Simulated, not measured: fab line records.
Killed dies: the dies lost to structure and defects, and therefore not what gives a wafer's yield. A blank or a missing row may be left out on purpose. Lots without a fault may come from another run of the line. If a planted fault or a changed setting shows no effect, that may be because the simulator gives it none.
fab line records ; flow gf180mcu
[record] lots = 5; wafers = 15; last-day = 34
route steps=602 shown POLY_GATE@166 HV_LDD@176
lots that met no fault: taken from a fault-free run of the same line
start-h: hours from the record's first day to the start of the lot's first wafer shown ; wait-h: hours elapsed since this lot's preceding step ; " same as the row above ; L1.1+2: one row covering several wafers at once ; - no value, or no start was given ; * or withheld: withheld ; < > ~ a bound
route shown NAME@n: a module of which the file shows steps, and the number in the route of the first ; usual: the fault-free wafers' mean and standard deviation ; same: alike in all rows ; chamber/n: place in a boat ; sites: each site's reading ; _std_site: how widely they spread, as a standard deviation ; _edge_site: inner sites' mean taken away from outer sites' mean ; radius-mm: how far each site lies from the wafer's centre ; mask NAME#n: copy n ; behind: the tool/chamber that last shaped the wafer ; hold: the reason the lot was held/the length of the hold in hours/how it ended ; device: which transistor (n, p or np) failed to switch ; end of line: the tests these same wafers got at the end of their route ; a step given without rows: its recipe and nothing more ; killed: dies that structure and defects cost at the first sort, which is not the same as the wafer's yield ; map: a wafer's dies, x killed, . not, _ none there
set.NAME: setting as actually run; set.NAME@STEP: the setting as run at that earlier step ; model.NAME: the simulator's own value behind a step, which no gauge read
a table for each step, a row for each wafer; lots at some steps of the route
services: a tool's chamber out of use, with start hour (start-h, from the record's first day; less than 0 if before it), hours out, and reason
[[steps]]
[step GF_POLY_GATE_DEVELOP_09]
[recipe] develop-time-s = 60; resist = KrF; dev-temp-c = 21
[step GF_POLY_GATE_CD_MEAS_10]
[recipe] target-cd-nm = 280
[usual] cd-nm = 280.5/1.4
lot.wafer;tool;chamber;start-h;wait-h;cd-nm
L150.1;cd-sem-02;-;238.81;0.1;279.7
L150.2;cd-sem-02;-;238.81;0.1;279.2
L150.4;cd-sem-02;-;238.81;0.1;280.2
L154.1;cd-sem-02;-;263.11;0.1;280.6
L154.2;cd-sem-02;-;263.11;0.1;280.7
L154.4;cd-sem-02;-;263.11;0.1;279.6
L162.1;cd-sem-02;-;320.61;0.1;281.4
L162.2;cd-sem-02;-;320.61;0.1;281.1
L162.3;cd-sem-02;-;320.61;0.1;280.7
L165.1;cd-sem-02;-;341.06;0.1;279.9
L165.2;cd-sem-02;-;341.06;0.1;279.5
L165.6;cd-sem-02;-;341.06;0.1;279.6
L168.3;cd-sem-02;-;361.54;0.1;282.0
L168.4;cd-sem-02;-;361.54;0.1;282.7
L168.5;cd-sem-02;-;361.54;0.1;281.6
[step GF_POLY_GATE_OVL_MEAS_11]
[usual] POLY_GATE_OVL = 1/4.9
lot.wafer;tool;chamber;start-h;wait-h;POLY_GATE_OVL[nm]
L150.1;overlay-02;-;238.93;0.1;-4
L150.2;overlay-02;-;238.93;0.1;-8
L150.4;overlay-02;-;238.93;0.1;-4
L154.1;overlay-01;-;263.23;0.1;-1
L154.2;overlay-01;-;263.23;0.1;-1
L154.4;overlay-01;-;263.23;0.1;3
L162.1;overlay-02;-;320.73;0.1;3
L162.2;overlay-02;-;320.73;0.1;7
L162.3;overlay-02;-;320.73;0.1;5
L165.1;overlay-01;-;341.18;0.1;-3
L165.2;overlay-01;-;341.18;0.1;-10
L165.6;overlay-01;-;341.18;0.1;1
L168.3;overlay-01;-;361.64;0.1;5
L168.4;overlay-01;-;361.64;0.1;2
L168.5;overlay-01;-;361.64;0.1;1
[step GF_POLY_GATE_ETCH_12]
[recipe] chemistry = N2/H2; target-depth-a = withheld; overetch-a = withheld; time-s = withheld; target = BARC; ion-energy-ev = 200; source-w = 500; bias-w = 100; pressure-mtorr = 30; n2-flow-sccm = 100; h2-flow-sccm = 200
[usual] drypump-motor-current-A = 5.6/0.35; oes-product-au = 0.736/0.0046; throttle-valve-pct = 13.213/0.0091
lot.wafer;tool;chamber;start-h;wait-h;drypump-motor-current-A;oes-product-au;throttle-valve-pct
L150.1;rie-diel-04;2;238.97;0.0;5.5;0.736;13.206
L150.2;rie-diel-04;1;238.97;0.0;4.8;0.732;13.210
L150.4;rie-diel-04;3;238.97;0.0;5.8;0.733;13.217
L154.1;rie-diel-01;3;263.26;0.0;5.9;0.731;13.211
L154.2;rie-diel-01;2;263.26;0.0;5.7;0.742;13.215
L154.4;rie-diel-01;0;263.26;0.0;5.9;0.738;13.206
L162.1;rie-diel-04;0;320.76;0.0;5.8;0.736;13.207
L162.2;rie-diel-04;1;320.76;0.0;4.8;0.731;13.226
L162.3;rie-diel-04;3;320.76;0.0;5.8;0.737;13.223
L165.1;rie-diel-01;1;341.22;0.0;5.3;0.724;13.223
L165.2;rie-diel-01;3;341.22;0.0;5.9;0.738;13.217
L165.6;rie-diel-01;2;341.22;0.0;5.7;0.737;13.206
L168.3;rie-diel-03;3;361.66;0.0;5.3;0.743;13.217
L168.4;rie-diel-03;2;361.66;0.0;5.7;0.741;13.227
L168.5;rie-diel-03;3;361.66;0.0;5.3;0.738;13.205
[step GF_POLY_GATE_ETCH_13]
[recipe] target = poly-Si; target-depth-nm = 198.5; stop-on = SiO2; over-etch-frac = 0.403; chemistry = HBr/Cl2; icp-w = 400; bias-w = 100; pressure-mtorr = 10; HBr_flow_sccm = 150; Cl2_flow_sccm = 50; time-s = 69.6
[usual] HBr_flow_sccm = 150.0/0.46; drypump-motor-current-A = 6.0/0.52; oes-product-au = 0.991/0.0085; throttle-valve-pct = 33.685/0.0086
lot.wafer;tool;chamber;start-h;wait-h;HBr_flow_sccm;drypump-motor-current-A;oes-product-au;rf-hours-counter-h;throttle-valve-pct
L150.1;rie-si-01;3;239.02;-;150.1;5.1;1.006;35;33.672
L150.2;rie-si-01;2;239.02;-;149.9;5.8;1.010;0;33.697
L150.4;rie-si-01;1;239.02;-;150.7;6.4;0.991;5;33.698
L154.1;rie-si-02;3;263.31;-;150.3;6.7;0.978;1;33.679
L154.2;rie-si-02;1;263.31;-;149.8;5.9;0.990;1;33.683
L154.4;rie-si-02;0;263.31;-;149.9;6.1;0.991;20;33.697
L162.1;rie-si-02;2;320.81;-;151.0;6.7;0.983;23;33.678
L162.2;rie-si-02;3;320.81;-;149.9;6.6;0.994;2;33.689
L162.3;rie-si-02;0;320.81;-;150.4;6.0;0.982;20;33.676
L165.1;rie-si-01;3;341.27;-;150.5;5.1;0.993;36;33.686
L165.2;rie-si-01;1;341.27;-;149.9;6.4;0.990;6;33.680
L165.6;rie-si-01;2;341.27;-;149.7;5.8;0.990;-;33.677
L168.3;rie-si-01;3;361.71;-;150.5;5.1;0.993;37;33.693
L168.4;rie-si-01;2;361.71;-;149.7;5.8;1.005;1;33.692
L168.5;rie-si-01;3;361.71;-;150.2;5.1;1.003;-;33.687
[step GF_POLY_GATE_STRIP_14]
[recipe] chemistry = O2/N2; power-w = 1400; pressure-mtorr = 1500; platen-temp-c = 250; o2-flow-sccm = 3000; n2-flow-sccm = 300; overash-fraction = 0.5
[usual] drypump-motor-current-A = 5.5/0.44; heater-power-w = 326/25; o2-flow-sccm = 3002/9.1; oes-product-au = 0.506/0.0045
lot.wafer;tool;chamber;start-h;wait-h;drypump-motor-current-A;heater-power-w;o2-flow-sccm;oes-product-au;rf-hours-counter-h
L150.1;plasma-asher-03;0;239.07;0.0;4.9;340;2980;0.508;57
L150.2;plasma-asher-03;1;239.07;0.0;5.9;279;3008;0.497;57
L150.4;plasma-asher-03;1;239.07;0.0;5.9;273;3005;0.507;-
L154.1;plasma-asher-01;0;263.37;0.0;5.3;351;3003;0.515;61
L154.2;plasma-asher-01;1;263.37;0.0;6.1;294;3014;0.510;61
L154.4;plasma-asher-01;1;263.37;0.0;6.1;302;3015;0.502;-
L162.1;plasma-asher-01;0;320.87;0.0;5.3;346;2999;0.506;67
L162.2;plasma-asher-01;1;320.87;0.0;6.1;305;3007;0.517;67
L162.3;plasma-asher-01;0;320.87;0.0;5.3;348;3016;0.499;-
L165.1;plasma-asher-04;1;341.32;0.0;5.4;349;3007;0.501;55
L165.2;plasma-asher-04;0;341.32;0.0;5.0;334;3004;0.499;55
L165.6;plasma-asher-04;0;341.32;0.0;4.9;327;2994;0.503;-
L168.3;plasma-asher-03;0;361.80;0.1;4.9;341;2989;0.502;-
L168.4;plasma-asher-03;1;361.80;0.1;5.9;284;3010;0.501;-
L168.5;plasma-asher-03;0;361.80;0.1;4.9;331;2989;0.502;-
[step GF_POLY_GATE_CLEAN_15]
[recipe] chemistry = SC1/SC2; mix = 1:4:20; temp-c = 70; time-s = 150; dry = n2-spin
[step GF_POLY_GATE_OXIDATION_16]
[recipe] temp-c = 850; ambient = O2; stabilise-s = 600; purge-s = 300; target-thk-a = 40; ox-time-s = 899
[step GF_POLY_GATE_THK_MEAS_17]
[recipe] reads = SiO2_of_POLY_GATE_OXIDATION_16
[usual] POLY_GATE_OXIDATION_THK = 4.01/0.085
lot.wafer;tool;chamber;start-h;wait-h;POLY_GATE_OXIDATION_THK[nm]
L150.1;film-metro-04;-;240.53;0.0;4.00
L150.2;film-metro-04;-;240.53;0.0;4.05
L150.4;film-metro-04;-;240.53;0.0;4.01
L154.1;film-metro-03;-;265.80;0.0;3.93
L154.2;film-metro-03;-;265.80;0.0;3.92
L154.4;film-metro-03;-;265.80;0.0;3.87
L162.1;film-metro-01;-;322.76;0.0;4.06
L162.2;film-metro-01;-;322.76;0.0;4.03
L162.3;film-metro-01;-;322.76;0.0;4.06
L165.1;film-metro-04;-;342.76;0.0;4.03
L165.2;film-metro-04;-;342.76;0.0;4.03
L165.6;film-metro-04;-;342.76;0.0;3.96
L168.3;film-metro-04;-;363.19;0.0;3.95
L168.4;film-metro-04;-;363.19;0.0;3.92
L168.5;film-metro-04;-;363.19;0.0;3.98
[step GF_POLY_GATE_CD_MEAS_18]
[usual] cd-nm = 280.7/2
lot.wafer;tool;chamber;start-h;wait-h;cd-nm
L150.1;cd-sem-02;-;240.59;0.1;277.8
L150.2;cd-sem-02;-;240.59;0.1;278.9
L150.4;cd-sem-02;-;240.59;0.1;279.4
L154.1;cd-sem-02;-;265.88;0.1;278.8
L154.2;cd-sem-02;-;265.88;0.1;283.8
L154.4;cd-sem-02;-;265.88;0.1;281.1
L162.1;cd-sem-02;-;322.82;0.1;279.5
L162.2;cd-sem-02;-;322.82;0.1;280.3
L162.3;cd-sem-02;-;322.82;0.1;282.2
L165.1;cd-sem-02;-;342.82;0.1;280.8
L165.2;cd-sem-02;-;342.82;0.1;279.0
L165.6;cd-sem-02;-;342.82;0.1;279.3
L168.3;cd-sem-02;-;363.29;0.1;281.9
L168.4;cd-sem-02;-;363.29;0.1;282.6
L168.5;cd-sem-02;-;363.29;0.1;281.1
[step GF_HV_LDD_DEHYDRATE_00]
[recipe] temp-c = 200; time-s = 60
[step GF_HV_LDD_HMDS_01]
[recipe] prime-time-s = 60; prime-temp-c = 120
[step GF_HV_LDD_COAT_02]
[recipe] resist = NOVOLAK; spin-rpm = 3000; resist-thk-nm = 1000
[usual] resist-line-temp-C = 22.99/0.11
lot.wafer;tool;chamber;start-h;wait-h;resist-line-temp-C;model.NOVOLAK_of_HV_LDD_COAT_02.thk-nm
L150.1;litho-track-04;0;249.21;0.1;23.04;996.7
L150.2;litho-track-04;0;249.21;0.1;23.05;997.9
L150.4;litho-track-04;0;249.21;0.1;22.86;998.3
L154.1;litho-track-02;0;275.13;0.1;23.17;952.4
L154.2;litho-track-02;0;275.13;0.1;23.05;952.9
L154.4;litho-track-02;0;275.13;0.1;23.03;952.2
L162.1;litho-track-03;0;332.56;0.1;23.04;997.5
L162.2;litho-track-03;0;332.56;0.1;23.09;998.8
L162.3;litho-track-03;0;332.56;0.1;23.11;998
L165.1;litho-track-04;0;353.16;0.1;23.03;999.8
L165.2;litho-track-04;0;353.16;0.1;22.90;999
L165.6;litho-track-04;0;353.16;0.1;22.94;996.6
L168.3;litho-track-02;0;374.18;0.1;22.89;995.1
L168.4;litho-track-02;0;374.18;0.1;22.98;999.3
L168.5;litho-track-02;0;374.18;0.1;23.07;997.4
[step GF_HV_LDD_SOFTBAKE_03]
[recipe] temp-c = 90; time-s = 60; resist = NOVOLAK
[step GF_HV_LDD_EXPOSE_04]
[recipe] mask-id = Nplus_LV_AREA; target-cd-nm = 400; na = 0.6; source-shape = conventional; sigma-outer = 0.6; dose-mj = 140
[step GF_HV_LDD_PEB_05]
[recipe] temp-c = withheld; time-s = *; resist = NOVOLAK
[step GF_HV_LDD_DEVELOP_06]
[recipe] develop-time-s = 60; dev-temp-c = 23
[usual] resist-line-temp-C = 22.99/0.11
lot.wafer;tool;chamber;start-h;wait-h;resist-line-temp-C;model.NOVOLAK_of_HV_LDD_COAT_02.thk-nm
L150.1;litho-track-02;0;258.88;0.1;22.92;996.3
L150.2;litho-track-02;0;258.88;0.1;22.99;997.5
L150.4;litho-track-02;0;258.88;0.1;22.76;997.9
L154.1;litho-track-04;0;284.81;0.1;23.06;952
L154.2;litho-track-04;0;284.81;0.1;23.05;952.5
L154.4;litho-track-04;0;284.81;0.1;23.01;951.8
L162.1;litho-track-02;0;342.83;0.1;23.00;997.1
L162.2;litho-track-02;0;342.83;0.1;23.14;998.4
L162.3;litho-track-02;0;342.83;0.1;23.01;997.6
L165.1;litho-track-03;0;364.31;0.1;22.92;999.4
L165.2;litho-track-03;0;364.31;0.1;23.02;998.6
L165.6;litho-track-03;0;364.31;0.1;23.13;996.2
L168.3;litho-track-03;0;385.16;0.1;23.10;994.7
L168.4;litho-track-03;0;385.16;0.1;23.11;998.9
L168.5;litho-track-03;0;385.16;0.1;22.90;997
[step GF_HV_LDD_CD_MEAS_07]
[recipe] target-cd-nm = 400
[usual] cd-nm = 400.3/2
lot.wafer;tool;chamber;start-h;wait-h;cd-nm
L150.1;cd-sem-02;-;259.03;0.1;403.4
L150.2;cd-sem-02;-;259.03;0.1;401.8
L150.4;cd-sem-02;-;259.03;0.1;402.7
L154.1;cd-sem-01;-;284.96;0.1;406.0
L154.2;cd-sem-01;-;284.96;0.1;405.9
L154.4;cd-sem-01;-;284.96;0.1;406.4
L162.1;cd-sem-02;-;342.99;0.1;397.6
L162.2;cd-sem-02;-;342.99;0.1;396.4
L162.3;cd-sem-02;-;342.99;0.1;396.6
L165.1;cd-sem-02;-;364.46;0.1;399.3
L165.2;cd-sem-02;-;364.46;0.1;398.8
L165.6;cd-sem-02;-;364.46;0.1;398.6
L168.3;cd-sem-02;-;385.30;0.1;399.6
L168.4;cd-sem-02;-;385.30;0.1;397.5
L168.5;cd-sem-02;-;385.30;0.1;399.3
[step GF_HV_LDD_OVL_MEAS_08]
[usual] HV_LDD_OVL = 1.1/1.1
lot.wafer;tool;chamber;start-h;wait-h;HV_LDD_OVL[nm]
L150.1;overlay-01;-;259.15;0.1;1.2
L150.2;overlay-01;-;259.15;0.1;0.3
L150.4;overlay-01;-;259.15;0.1;0.8
L154.1;overlay-01;-;285.08;0.1;2.1
L154.2;overlay-01;-;285.08;0.1;0.4
L154.4;overlay-01;-;285.08;0.1;0.8
L162.1;overlay-01;-;343.11;0.1;-0.3
L162.2;overlay-01;-;343.11;0.1;0.8
L162.3;overlay-01;-;343.11;0.1;0.2
L165.1;overlay-02;-;364.58;0.1;1.6
L165.2;overlay-02;-;364.58;0.1;0.5
L165.6;overlay-02;-;364.58;0.1;1.4
L168.3;overlay-02;-;385.39;0.1;1.3
L168.4;overlay-02;-;385.39;0.1;1.9
L168.5;overlay-02;-;385.39;0.1;1.3
[step GF_HV_LDD_IMPLANT_09]
[recipe] species = As; energy-kev = 40; dose-cm2 = 1e+14; tilt-deg = 7
[step GF_HV_LDD_STRIP_10]
[recipe] chemistry = O2/N2; power-w = 1400; pressure-mtorr = 1500; platen-temp-c = 250; o2-flow-sccm = 3000; n2-flow-sccm = 300; overash-fraction = 0.5
[usual] drypump-motor-current-A = 5.6/0.36; heater-power-w = 329/21; o2-flow-sccm = 3000/8.8; oes-product-au = 0.716/0.0047; strip-time-to-endpoint-s = 12.623/0.029
lot.wafer;tool;chamber;start-h;wait-h;drypump-motor-current-A;heater-power-w;o2-flow-sccm;oes-product-au;rf-hours-counter-h;strip-time-to-endpoint-s
L150.1;plasma-asher-01;1;259.33;0.1;6.1;301;3017;0.715;61;12.577
L150.2;plasma-asher-01;0;259.33;0.1;5.3;343;2990;0.724;61;12.604
L150.4;plasma-asher-01;1;259.33;0.1;6.1;311;3007;0.719;-;12.600
L154.1;plasma-asher-02;1;285.26;0.1;6.0;352;3004;0.719;16;12.077
L154.2;plasma-asher-02;0;285.26;0.1;5.6;311;3005;0.710;16;12.081
L154.4;plasma-asher-02;1;285.26;0.1;6.0;353;3010;0.713;-;12.079
L162.1;plasma-asher-02;1;343.30;0.1;6.0;348;3004;0.714;22;12.598
L162.2;plasma-asher-02;0;343.30;0.1;5.5;315;3000;0.723;22;12.604
L162.3;plasma-asher-02;1;343.30;0.1;6.0;343;3013;0.717;-;12.605
L165.1;plasma-asher-01;1;364.77;0.1;6.1;303;2984;0.713;71;12.615
L165.2;plasma-asher-01;0;364.77;0.1;5.3;347;3002;0.719;71;12.621
L165.6;plasma-asher-01;0;364.77;0.1;5.3;340;2996;0.717;-;12.594
L168.3;plasma-asher-02;0;385.60;0.1;5.6;316;2999;0.718;-;12.573
L168.4;plasma-asher-02;1;385.60;0.1;6.0;358;2993;0.721;-;12.637
L168.5;plasma-asher-02;1;385.60;0.1;6.0;352;2995;0.715;-;12.576
[step GF_HV_LDD_TW_MEAS_11]
[usual] HV_LDD_TW = 2400/12
lot.wafer;tool;chamber;start-h;wait-h;HV_LDD_TW
L150.1;film-metro-03;-;259.43;0.1;2404
L150.2;film-metro-03;-;259.43;0.1;2399
L150.4;film-metro-03;-;259.43;0.1;2394
L154.1;film-metro-02;-;285.36;0.1;2389
L154.2;film-metro-02;-;285.36;0.1;2395
L154.4;film-metro-02;-;285.36;0.1;2404
L162.1;film-metro-03;-;343.40;0.1;2394
L162.2;film-metro-03;-;343.40;0.1;2400
L162.3;film-metro-03;-;343.40;0.1;2387
L165.1;film-metro-02;-;364.87;0.1;2390
L165.2;film-metro-02;-;364.87;0.1;2403
L165.6;film-metro-02;-;364.87;0.1;2393
L168.3;film-metro-04;-;385.69;0.1;2416
L168.4;film-metro-04;-;385.69;0.1;2394
L168.5;film-metro-04;-;385.69;0.1;2403
[[services]]
tool;chamber;start-h;hours;kind
rie-diel-03;2;217.67;5.8;repair
plasma-asher-02;-;222.65;13.7;repair
rie-diel-04;0;236.04;4.5;repair
rie-diel-03;0;245.78;6.7;repair
rie-diel-04;1;250.38;-;clean
rie-diel-04;1;250.38;14.9;scheduled-down
rie-diel-04;1;250.38;14.9;vent-cycle
plasma-asher-04;-;261.09;0.8;repair
rie-diel-01;0;285.60;-;clean
rie-diel-01;0;285.60;22.3;scheduled-down
rie-si-02;-;297.83;15.6;pm
plasma-asher-03;-;304.62;1.8;repair
rie-diel-03;-;308.47;0.2;repair
plasma-asher-02;-;321.26;2.6;repair
plasma-asher-02;-;322.01;1.4;repair
rie-si-01;-;329.88;0.5;repair
plasma-asher-03;-;334.84;0.4;repair
rie-si-01;-;335.89;0.7;repair
rie-diel-04;-;340.16;2.8;pm
rie-si-02;0;350.31;6.0;repair
plasma-asher-04;-;367.09;5.4;repair
rie-diel-03;-;374.00;1.3;repair
rie-diel-04;3;377.68;8.6;repair
rie-diel-04;1;382.63;7.7;repair
[[key]]
[first-sign] step = GF_HV_LDD_CD_MEAS_07; reading = cd-nm; direction = up; sigmas = 2.9; usual = 400.3; struck = 406.1
[effect] step = GF_HV_LDD_STRIP_10; reading = strip-time-to-endpoint-s; direction = down; sigmas = 19; usual = *; struck = *
[model-effect] step = GF_HV_LDD_COAT_02; value = NOVOLAK_of_HV_LDD_COAT_02.thk-nm; without = 998.1; struck = 952.5
[model-effect] step = GF_HV_LDD_DEVELOP_06; value = NOVOLAK_of_HV_LDD_COAT_02.thk-nm; without = 997.7; struck = 952.1
met-at GF_HV_LDD_COAT_02
struck-wafers L154.1,L154.2,L154.4
tester-left-out L154
also-fits GF_HV_LDD_DEVELOP_06:litho-track-04
[fault] kind = process-parameter-drift; tool = litho-track-02; chamber = -; onset-h = 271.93; steps = GF_HV_LDD_COAT_02; channel = resist-thk-nm; offset = *; shape = step; end-h = 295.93; scope = struck-wafers-only; acts-in = *; stated = *
// tester-left-out: of these lots the tester's yield and bins aren't shown, on N5 and GAA mostly nor the transistor test; their killed dies are dies lost to structure and defects alone, not to doping, threshold or leakage, so they don't give the yield
